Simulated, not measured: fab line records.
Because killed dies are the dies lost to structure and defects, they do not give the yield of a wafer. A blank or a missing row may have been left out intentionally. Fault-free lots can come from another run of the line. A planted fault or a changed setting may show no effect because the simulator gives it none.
Struck lot and sound lot, side by side    flow sky130    16 out of 708 route steps
Sound: wafers L853.2, L853.3, L853.6. Struck: wafers L851.3, L851.6. (L851.2 of the same lot was not struck and is left out.) The cause comes at the end.
Per side, at each step with rows, come the tool, then ch with its chambers, and then its first start. Under that, the readings that differ: sound wafers    struck wafers    difference of the means    sigmas: that difference in standard deviations of wafers without a fault.
alike: a reading whose means differ by less than 2 such deviations, as well as words and numbers matching on both sides. not compared: withheld readings; readings where some wafer has no value; bounds like >300 that might hide an equal value; numbers whose values overlap and for which the record gives no deviation.
A row with sigmas, a row that says differs or no value, or rows on one side alone: a step with any of these is where the two part. When numbers do not overlap yet have no deviation, they are printed without sigmas and do not part them. A reading that every wafer of one side lacks parts them only if that side has two wafers or more.

first, 7 steps without rows for these wafers: SKY_METAL4_HMDS_06 (prime time 60 s); SKY_METAL4_COAT_07 (resist thk 60 nm); SKY_METAL4_COAT_08 (resist thk 1140 nm); SKY_METAL4_SOFTBAKE_09 (time 90 s); SKY_METAL4_EXPOSE_10 (exposes mask MM4, target cd 300 nm); SKY_METAL4_PEB_11; SKY_METAL4_DEVELOP_12 (develop time 60 s).
SKY_METAL4_CD_MEAS_13: the cd target is 300 nm.
  sound on cd-sem-02, day 47 08:01; struck on cd-sem-01, day 46 10:28
  alike: cd-nm
SKY_METAL4_OVL_MEAS_14:
  sound on overlay-02, day 47 08:07; struck on overlay-02, day 46 10:34
  alike: METAL4_OVL
SKY_METAL4_DESCUM_15: chemistry O2, time 8 s.
  sound on rie-metal-01 ch 0,1, day 47 08:09; struck on rie-metal-01 ch 0, day 46 10:36
  alike: drypump-motor-current-A, oes-product-au
  not compared: rf-hours-counter-h
SKY_METAL4_ETCH_16: etches BARC in N2/H2, stops on SiO2, time 88.2 s, target depth 60 nm.
  sound on rie-metal-01 ch 0,1, day 47 08:11; struck on rie-metal-01 ch 0, day 46 10:38
reading                sound              struck       difference  sigmas
oes-product-au (a.u.)  0.621 0.622 0.621  0.628 0.636  +0.011      +2
  alike: drypump-motor-current-A, throttle-valve-pct
  not compared: rf-hours-counter-h
SKY_METAL4_ETCH_17: etches SiO2 in C4F8/O2/Ar, stops on TiN, time 3.9 s, target depth 15 nm.
  sound on rie-diel-02 ch 1,2, day 47 08:17; struck on rie-diel-03 ch 1,3, day 46 10:44
  alike: oes-product-au
  not compared: rf-hours-counter-h
SKY_METAL4_METAL_ETCH_18: etches the open film in Cl2/BCl3, stops on SiO2, target depth 845 nm, time 183.1 s.
  sound on rie-metal-02 ch 1, day 47 08:18; struck on rie-metal-04 ch 0,1, day 46 10:45
reading                                        sound              struck       difference  sigmas
model.KrF-thick_of_METAL4_COAT_08.thk-nm (nm)  538.8 536.4 537.9  610 584.4    +60         
model.SiO2_of_VIA3_HDPCVD_00.thk-nm (nm)       435.5 435 433.7    438.1 438.1  +3.4        
  alike: drypump-motor-current-A, oes-product-au, throttle-valve-pct
  not compared: rf-hours-counter-h, model.METAL4.cd-nm
SKY_METAL4_STRIP_19: strips in O2/N2.
  sound on plasma-asher-03 ch 0, day 47 08:29; struck on plasma-asher-03 ch 0, day 46 10:56
reading                       sound              struck       difference  sigmas
oes-product-au (a.u.)         0.506 0.511 0.504  0.522 0.539  +0.023      +3
strip-time-to-endpoint-s (s)  6.65 6.64 6.64     7.38 7.12    +0.61       +5
  alike: drypump-motor-current-A
  not compared: rf-hours-counter-h
then, 1 step without rows for these wafers: SKY_METAL4_STRIP_20 (strips in post etch residue remover, time 1200 s).
-- the record jumps here: 4 days lie between the struck wafers' starts before and after (it left off in module METAL4 and takes up again in module PAD_OPEN, whose first step shown is number 708 of the route) --
SKY_PAD_OPEN_PROBE_99:
  sound on prober-01, day 50 16:07; struck on prober-02, day 49 23:27
reading                         sound              struck       difference  sigmas
killed-at-contacts              16 18 24           37 31        +15         +3
model.etest.met4.width-nm (nm)  297.8 299.5 303.5  305.6 307.1  +6.1        
  alike: defect-limited-yield, killed_at_M0_to_M3, killed_at_M4_up, killed-at-front-end, killed-at-other, killed-dies, killed-open, killed-short, sort_bin_3_pad_short, sort_bin_5_function, sort_bin_6_memory, sort-n-pass, sort-yield-pct

== WHERE THEY PART ==
At SKY_METAL4_ETCH_16 first; at SKY_PAD_OPEN_PROBE_99 last (within this record only).

WHY: what the simulator had put in
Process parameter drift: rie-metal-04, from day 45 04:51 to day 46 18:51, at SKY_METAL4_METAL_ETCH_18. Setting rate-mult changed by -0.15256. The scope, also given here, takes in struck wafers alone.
